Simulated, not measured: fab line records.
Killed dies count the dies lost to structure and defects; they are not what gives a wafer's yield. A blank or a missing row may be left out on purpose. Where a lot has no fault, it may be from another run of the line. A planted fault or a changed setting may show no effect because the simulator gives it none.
A lot that was struck, set against a sound lot :: flow sfq-line :: 14 out of 325 route steps
Sound: wafers L138.2, L138.3, L138.6. Struck: wafers L159.2, L159.3, L159.4. Last of all comes the cause.
Per side, at each step with rows, come the tool, then ch with its chambers, and then its first start. Under that, the readings that differ: sound wafers :: struck wafers :: difference of the means :: sigmas: that difference in standard deviations of wafers without a fault.
alike: words and numbers the same on both sides, and readings whose means are apart by under 2 such deviations; not compared: readings that were withheld, readings missing a value for some wafer, numbers with overlapping values and no deviation given by the record, and bounds like >300 which may hide the same value.
Wherever a step has rows on one side only, a row that says differs or no value, or a row with sigmas, the two part there. When numbers do not overlap yet have no deviation, they are printed without sigmas and do not part them. Lack of a reading on every wafer of one side parts them only where that side has two or more wafers.

first, 1 step without rows for these wafers: SFQ_TRILAYER_I7_VIA_LITHO_DEVELOP_189 (time 60 s).
SFQ_I7_OVL_MEAS_947:
  struck on overlay-01, day 89 22:02; sound on overlay-01, day 72 08:43
  alike: I7_OVL
SFQ_TRILAYER_I7_VIA_BARC_OPEN_VIA_ETCH_260: etches BARC in O2, target depth 125 nm, time 41.7 s.
  sound on rie-diel-02 ch 1,2,3, day 72 08:45; struck on rie-diel-02 ch 0,1,2, day 89 22:04
  alike: drypump-motor-current-A, oes-product-au
  not compared: rf-hours-counter-h
SFQ_TRILAYER_I7_VIA_ETCH_VIA_ETCH_190: etches SiO2 in CHF3, stops on Nb, target depth 260 nm.
  sound on rie-diel-02 ch 1,2,3, day 72 08:47; struck on rie-diel-02 ch 0,1,2, day 89 22:06
reading: oes-product-au (a.u.)
sound: 0.868 0.861 0.865
struck: 0.849 0.850 0.855
difference: -0.013
sigmas: -3
  alike: drypump-motor-current-A
SFQ_TRILAYER_I7_VIA_STRIP_STRIP_191: strips in O2.
  sound on rie-metal-04 ch 0,1, day 72 08:55; struck on rie-metal-02 ch 0,1, day 89 22:13
  alike: drypump-motor-current-A, oes-product-au
  not compared: rf-hours-counter-h
then, 7 steps without rows for these wafers: SFQ_TRILAYER_I7_VIA_STRIP_SOLV_CLEAN_192 (cleans in NMP, time 600 s); SFQ_TRILAYER_M8_LITHO_LOR_COAT_197; SFQ_TRILAYER_M8_LITHO_LOR_BAKE_198; SFQ_TRILAYER_M8_LITHO_COAT_193 (resist thk 600 nm); SFQ_TRILAYER_M8_LITHO_SOFTBAKE_199; SFQ_TRILAYER_M8_LITHO_EXPOSE_194 (exposes mask M8, target cd 2000 nm); SFQ_TRILAYER_M8_LITHO_PEB_196 (peb time 60 s).
SFQ_TRILAYER_M8_LITHO_DEVELOP_195: img clear 15 s, time 55 s.
  struck on litho-track-01, day 90 01:40; sound on litho-track-03 ch 0, day 76 20:37
  no value came back on the struck wafers for chill-plate-temp-C (C), exhaust-pa (Pa); on the sound wafers chill-plate-temp-C (C) reads 23.13 22.99 22.99
reading: model.KrF_of_TRILAYER_M8_LITHO_COAT_193.thk-nm (nm)
sound: 574.1 573.3 572.8
struck: 596.3 596.8 598.1
difference: +23.7
sigmas: 
SFQ_M8_OVL_MEAS_948:
  struck on overlay-01, day 90 01:47; sound on overlay-01, day 76 20:44
reading: M8_OVL (nm)
sound: -1 -2 -2
struck: - - -
difference: no value on the struck wafers
sigmas: 

WHERE THEY PART
First at SFQ_TRILAYER_I7_VIA_ETCH_VIA_ETCH_190; last, within this record, at SFQ_M8_OVL_MEAS_948.

WHY: what had been put in by the simulator
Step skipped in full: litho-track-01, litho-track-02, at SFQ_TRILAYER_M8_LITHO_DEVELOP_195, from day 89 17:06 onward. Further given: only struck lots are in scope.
